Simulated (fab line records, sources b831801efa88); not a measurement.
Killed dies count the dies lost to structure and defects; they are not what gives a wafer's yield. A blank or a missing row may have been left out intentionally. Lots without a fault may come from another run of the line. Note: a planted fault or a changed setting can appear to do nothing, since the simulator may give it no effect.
What tool caused it? || flow sky130 || 6 lots with 18 wafers sampled at 3 steps, on a route of 708 steps

## WHAT THE GAUGES READ, wafer by wafer
SKY_SD_P_TW_MEAS_11.
{"lot": "L864", "measured": "day 26 00:24", "on": "film_metro-02", "SD_P_TW": "2830 2827 2826"}
{"lot": "L866", "measured": "day 26 20:55", "on": "film_metro-03", "SD_P_TW": "2837 2839 2839"}
{"lot": "L870", "measured": "day 28 05:28", "on": "film_metro-03", "SD_P_TW": "2806 2819 2830"}
{"lot": "L872", "measured": "day 29 05:04", "on": "film_metro-03", "SD_P_TW": "2813 2806 2821"}
{"lot": "L878", "measured": "day 31 00:32", "on": "film_metro-03", "SD_P_TW": "2708 2826 2696"}
{"lot": "L884", "measured": "day 32 21:00", "on": "film_metro-03", "SD_P_TW": "2830 2835 2832"}

## WHICH TOOL RAN EACH LOT (tool, then ch and the chambers of the sampled wafers, then the start)
{"lot": "L864", "SKY_SD_P_IMPLANT_09": "implanter-02 ch 0, day 26 00:09", "SKY_SD_P_STRIP_10": "plasma_asher-04 ch 0,1, day 26 00:18"}
{"lot": "L866", "SKY_SD_P_IMPLANT_09": "implanter-02 ch 0, day 26 20:41", "SKY_SD_P_STRIP_10": "plasma_asher-04 ch 0,1, day 26 20:49"}
{"lot": "L870", "SKY_SD_P_IMPLANT_09": "implanter-03 ch 0, day 28 05:13", "SKY_SD_P_STRIP_10": "plasma_asher-02 ch 0,1, day 28 05:22"}
{"lot": "L872", "SKY_SD_P_IMPLANT_09": "implanter-03 ch 0, day 29 04:49", "SKY_SD_P_STRIP_10": "plasma_asher-04 ch 0, day 29 04:57"}
{"lot": "L878", "SKY_SD_P_IMPLANT_09": "implanter-03 ch 0, day 31 00:19", "SKY_SD_P_STRIP_10": "plasma_asher-04 ch 0,1, day 31 00:26"}
{"lot": "L884", "SKY_SD_P_IMPLANT_09": "implanter-04 ch 0, day 32 20:45", "SKY_SD_P_STRIP_10": "plasma_asher-03 ch 0,1, day 32 20:54"}
- SKY_SD_P_IMPLANT_09
- SKY_SD_P_STRIP_10: strips in O2/N2.

## THE ANSWER, worked out from the rows above alone
Rule: the lots themselves supply what counts as usual. The widest of any qualifying gaps counts: lots, ordered by their means at a reading, are off when they make up no more than a third of the lots, leave a main group of 4 or more, and stand apart from it by 3 or more times the standard deviation of that group's means. A main group is skipped when, at the precision printed for the reading in the tables above, its means are all equal. Also off: a lot with no number at a reading for which 4 or more lots have one. The other lots that the step has rows for count as sound.
Off: L878, at SKY_SD_P_TW_MEAS_11 (SD_P_TW). For the main group the mean is 2826 and the standard deviation 9.1.
If a tool, at a process step before that reading, ran all the lots that are off and no sound lot after the first of them, it fits. Those tools and the gauges at SKY_SD_P_TW_MEAS_11 are tried in the same way. 2 tools fit, implanter-03 at SKY_SD_P_IMPLANT_09 and plasma_asher-04 at SKY_SD_P_STRIP_10, so this cannot tell which one it is.

## WHAT HAD BEEN PUT IN BY THE SIMULATOR
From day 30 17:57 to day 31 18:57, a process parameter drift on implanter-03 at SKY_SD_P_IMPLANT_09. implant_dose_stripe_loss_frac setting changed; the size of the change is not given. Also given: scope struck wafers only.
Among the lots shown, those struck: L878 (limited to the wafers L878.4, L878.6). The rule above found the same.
